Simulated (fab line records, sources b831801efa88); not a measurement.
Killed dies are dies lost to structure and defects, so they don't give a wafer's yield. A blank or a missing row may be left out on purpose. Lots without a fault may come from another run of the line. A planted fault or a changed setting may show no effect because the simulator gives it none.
fab line records | flow gf180mcu
record lots=10 wafers=30 last_day=32
route steps=602 shown DNWELL@39 HV_LDD@213 PSD@256 CONTACT@301
lots that met no fault: from a run of the same line without faults
start_h: hours from the record's first day to the start of the lot's first wafer shown | wait_h: hours since the lot's step before | " the same as in the row above | L1.1+2: a row that stands for several wafers | - no value, or no start given | * or withheld: withheld | < > ~ a bound
route shown NAME@n: a module of which the file shows steps, and the number in the route of the first | usual: mean/standard deviation of fault-free wafers | same: alike in all rows | chamber/n: place in a boat | sites: the reading at each site | _std_site: their standard deviation | _edge_site: outer sites' mean less inner sites' | radius_mm: how far each site lies from the wafer's centre | mask NAME#n: copy n | behind: the tool/chamber that last shaped the wafer | hold: why the lot was held/for how many hours/how that ended | device: the transistor (n, p or np) that didn't switch | end of line: the same wafers' tests at the end of the route | a step without rows: its recipe alone | killed: dies lost to structure and defects at the first sort, not the wafer's yield | map: a wafer's dies, x killed, . not, _ none there
set.NAME: the setting as run; set.NAME@STEP: as run at that earlier step | model.NAME: the simulator's own value behind a step, which no gauge read
steps of the route over a sample of lots; a table a step, a row a wafer
services: from which hour (start_h, from the record's first day; less than 0 if before it) a tool's chamber was out of use, for how many hours, and why
## steps
# step GF_DNWELL_IMPLANT_07
# recipe species=P energy_kev=1500 dose_cm2=1e+13 tilt_deg=0
# usual implant_ion_amu=31/0
# columns lot.wafer tool chamber start_h wait_h implant_ion_amu
L826.1 implanter-03 0 43.56 - 31
L826.4 " 0 " " 31
L826.6 " 0 " " 31
L827.1 implanter-03 0 48.17 - 31
L827.2 " 0 " " 31
L827.5 " 0 " " 31
L828.1 implanter-01 0 52.03 - 31
L828.3 " 0 " " 31
L828.6 " 0 " " 31
L829.1 implanter-04 0 58.71 - 31
L829.5 " 0 " " 31
L829.6 " 0 " " 31
L830.3 implanter-01 0 62.34 - 31
L830.4 " 0 " " 31
L830.6 " 0 " " 31
L831.1 implanter-03 0 69.71 - 31
L831.4 " 0 " " 31
L831.6 " 0 " " 31
L834.3 implanter-03 0 83.54 - 31
L834.5 " 0 " " 31
L834.6 " 0 " " 31
L838.1 implanter-03 0 105.38 - 75
L838.4 " 0 " " 75
L838.6 " 0 " " 75
L839.1 implanter-01 0 109.68 - 75
L839.2 " 0 " " 75
L839.3 " 0 " " 75
L840.3 implanter-03 0 114.88 - 75
L840.4 " 0 " " 75
L840.5 " 0 " " 75
# step GF_DNWELL_TW_MEAS_09
# usual DNWELL_TW=1348/15
# columns lot.wafer tool chamber start_h wait_h DNWELL_TW
L826.1 film_metro-04 - 43.81 0.1 1343
L826.4 " - " " 1345
L826.6 " - " " 1350
L827.1 film_metro-02 - 48.42 0.1 1332
L827.2 " - " " 1335
L827.5 " - " " 1334
L828.1 film_metro-01 - 52.28 0.1 1367
L828.3 " - " " 1372
L828.6 " - " " 1371
L829.1 film_metro-04 - 58.96 0.1 1351
L829.5 " - " " 1345
L829.6 " - " " 1345
L830.3 film_metro-02 - 62.56 0.1 1333
L830.4 " - " " 1336
L830.6 " - " " 1336
L831.1 film_metro-01 - 69.96 0.1 1362
L831.4 " - " " 1354
L831.6 " - " " 1369
L834.3 film_metro-01 - 83.76 0.1 1369
L834.5 " - " " 1363
L834.6 " - " " 1362
L838.1 film_metro-01 - 105.63 0.1 2563
L838.4 " - " " 2563
L838.6 " - " " 2567
L839.1 film_metro-01 - 109.93 0.1 2565
L839.2 " - " " 2572
L839.3 " - " " 2574
L840.3 film_metro-04 - 115.16 0.1 2537
L840.4 " - " " 2522
L840.5 " - " " 2544
# step GF_HV_LDD_STRIP_37
# recipe chemistry=O2/N2 power_w=1400 pressure_mtorr=1500 platen_temp_c=250 o2_flow_sccm=3000 n2_flow_sccm=300 overash_fraction=0.5
# usual drypump_motor_current_A=5.4/0.75 heater_power_w=298/23 oes_product_au=0.716/0.0051 platen_temp_c=250.02/0.19 strip_time_to_endpoint_s=12.62/0.031
# columns lot.wafer tool chamber start_h wait_h drypump_motor_current_A heater_power_w oes_product_au platen_temp_c rf_hours_counter_h strip_time_to_endpoint_s
L826.1 plasma_asher-01 0 255.71 0.1 6.4 315 0.722 249.97 62 12.64
L826.4 " 1 " " 4.9 305 0.726 249.77 - 12.65
L826.6 " 0 " " 6.4 326 0.716 250.17 - 12.61
L827.1 plasma_asher-01 0 261.29 0.1 6.4 313 0.715 250.12 62 12.58
L827.2 " 1 " " 4.9 309 0.716 249.97 62 12.57
L827.5 " 0 " " 6.3 314 0.728 250.06 - 12.55
L828.1 plasma_asher-02 0 266.23 0.1 4.8 306 0.716 249.82 15 12.60
L828.3 " 1 " " 6.6 264 0.714 249.73 - 12.63
L828.6 " 1 " " 6.6 267 0.712 249.86 - 12.63
L829.1 plasma_asher-01 0 276.74 0.1 6.3 318 0.712 250.21 64 12.65
L829.5 " 1 " " 4.9 310 0.712 249.72 - 12.60
L829.6 " 0 " " 6.3 319 0.719 250.46 - 12.60
L830.3 plasma_asher-01 0 280.65 0.1 6.4 319 0.716 250.05 - 12.60
L830.4 " 1 " " 4.9 315 0.716 249.69 - 12.62
L830.6 " 0 " " 6.4 319 0.698 249.93 - 12.61
L831.1 plasma_asher-01 1 292.41 0.1 4.9 308 0.717 249.85 66 12.59
L831.4 " 0 " " 6.4 317 0.711 250.21 - 12.58
L831.6 " 1 " " 4.9 303 0.720 250.24 - 12.62
L834.3 plasma_asher-02 1 315.46 0.1 6.6 259 0.719 250.06 - 12.61
L834.5 " 0 " " 4.8 324 0.716 250.00 - 12.65
L834.6 " 1 " " 6.6 265 0.723 249.97 - 12.60
L838.1 plasma_asher-01 0 348.69 0.1 6.4 319 0.718 249.95 72 12.57
L838.4 " 1 " " 4.9 314 0.721 249.99 - 12.58
L838.6 " 1 " " 4.9 314 0.714 250.34 - 12.59
L839.1 plasma_asher-01 1 351.59 0.1 4.9 309 0.726 250.04 72 12.63
L839.2 " 0 " " 6.3 317 0.720 249.86 72 12.61
L839.3 " 1 " " 4.9 303 0.715 249.70 - 12.58
L840.3 plasma_asher-04 1 362.67 0.1 5.1 257 0.708 250.06 - 12.60
L840.4 " 0 " " 4.7 314 0.719 250.24 - 12.64
L840.5 " 1 " " 5.1 261 0.716 249.78 - 12.62
# step GF_PSD_OVL_MEAS_08
# usual PSD_OVL=0.1/1.5
# columns lot.wafer tool chamber start_h wait_h PSD_OVL[nm]
L826.1 overlay-02 - 318.38 0.1 0.4
L826.4 " - " " 2.4
L826.6 " - " " 0.2
L827.1 overlay-01 - 327.58 0.1 -1.5
L827.2 " - " " -2.7
L827.5 " - " " -2.1
L828.1 overlay-01 - 331.68 0.1 -1.9
L828.3 " - " " -2.0
L828.6 " - " " 0.3
L829.1 overlay-02 - 342.49 0.1 0.1
L829.5 " - " " 0.7
L829.6 " - " " -1.7
L830.3 overlay-02 - 347.69 0.1 -1.0
L830.4 " - " " -1.5
L830.6 " - " " -3.1
L831.1 overlay-01 - 360.83 0.1 0.0
L831.4 " - " " 0.2
L831.6 " - " " 1.1
L834.3 overlay-01 - 385.94 0.1 -1.6
L834.5 " - " " -1.6
L834.6 " - " " -1.5
L838.1 overlay-01 - 422.39 0.1 -0.2
L838.4 " - " " 0.3
L838.6 " - " " 0.0
L839.1 overlay-01 - 425.94 0.1 2.3
L839.2 " - " " 2.5
L839.3 " - " " 1.0
L840.3 overlay-02 - 437.16 0.1 -1.6
L840.4 " - " " 0.2
L840.5 " - " " -3.2
# step GF_CONTACT_CD_MEAS_14
# recipe target_cd_nm=220
# usual cd_nm=220.5/1.2
# columns lot.wafer tool chamber start_h wait_h cd_nm
L826.1 cd_sem-02 - 364.37 0.1 220.0
L826.4 " - " " 221.0
L826.6 " - " " 220.1
L827.1 cd_sem-01 - 374.88 0.1 220.0
L827.2 " - " " 220.1
L827.5 " - " " 222.1
L828.1 cd_sem-01 - 379.46 0.1 223.1
L828.3 " - " " 221.6
L828.6 " - " " 222.5
L829.1 cd_sem-01 - 390.67 0.1 218.2
L829.5 " - " " 218.7
L829.6 " - " " 218.2
L830.3 cd_sem-01 - 395.41 0.1 221.5
L830.4 " - " " 219.6
L830.6 " - " " 219.5
L831.1 cd_sem-02 - 409.02 0.1 219.9
L831.4 " - " " 219.1
L831.6 " - " " 219.1
L834.3 cd_sem-02 - 436.31 0.1 220.0
L834.5 " - " " 220.2
L834.6 " - " " 219.9
L838.1 cd_sem-02 - 472.96 0.1 220.0
L838.4 " - " " 219.7
L838.6 " - " " 221.0
L839.1 cd_sem-02 - 476.26 0.1 220.8
L839.2 " - " " 221.6
L839.3 " - " " 220.6
L840.3 cd_sem-01 - 487.22 0.1 219.8
L840.4 " - " " 218.6
L840.5 " - " " 219.8
## services
# columns tool chamber start_h hours kind
implanter-01 - 23.17 2.4 repair
plasma_asher-01 - 42.13 2.7 repair
implanter-04 - 45.14 4.3 pm
implanter-03 - 54.17 1.3 repair
plasma_asher-04 - 73.83 4.4 repair
plasma_asher-02 - 108.75 9.0 pm
plasma_asher-02 0 108.75 9.0 vent_cycle
plasma_asher-02 1 108.75 9.0 vent_cycle
implanter-03 - 112.12 1.4 repair
plasma_asher-02 0 117.75 - clean
plasma_asher-02 1 117.75 - clean
implanter-01 - 128.54 5.2 pm
plasma_asher-01 - 144.55 1.6 repair
implanter-03 - 175.30 11.8 pm
plasma_asher-01 - 213.72 3.4 repair
plasma_asher-02 - 257.66 4.3 pm
implanter-01 - 263.84 5.6 pm
implanter-04 - 274.64 3.1 repair
plasma_asher-02 - 291.92 4.4 repair
plasma_asher-04 - 306.02 0.6 repair
plasma_asher-02 - 359.97 2.8 pm
## key
first_sign step=GF_DNWELL_IMPLANT_07 reading=implant_ion_amu direction=up sigmas=99+ usual=31 struck=75
effect step=GF_DNWELL_TW_MEAS_09 reading=DNWELL_TW direction=up sigmas=81 usual=1348 struck=2556
met_at GF_DNWELL_IMPLANT_07
struck_lots L838,L839,L840
tester_left_out L838,L839,L840
not_acting_at GF_HV_LDD_STRIP_37,GF_PSD_OVL_MEAS_08,GF_CONTACT_CD_MEAS_14
onset_between 83.54 105.38
fault kind=wrong_recipe_download tool=implanter-01,implanter-03,implanter-04 chamber=- onset_h=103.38 steps=GF_DNWELL_IMPLANT_07 wrong_recipe.not_listed=1
# tester_left_out: of these lots the tester's yield and bins aren't shown, on N5 and GAA mostly nor the transistor test; their killed dies are dies lost to structure and defects alone, not to doping, threshold or leakage, so they don't give the yield
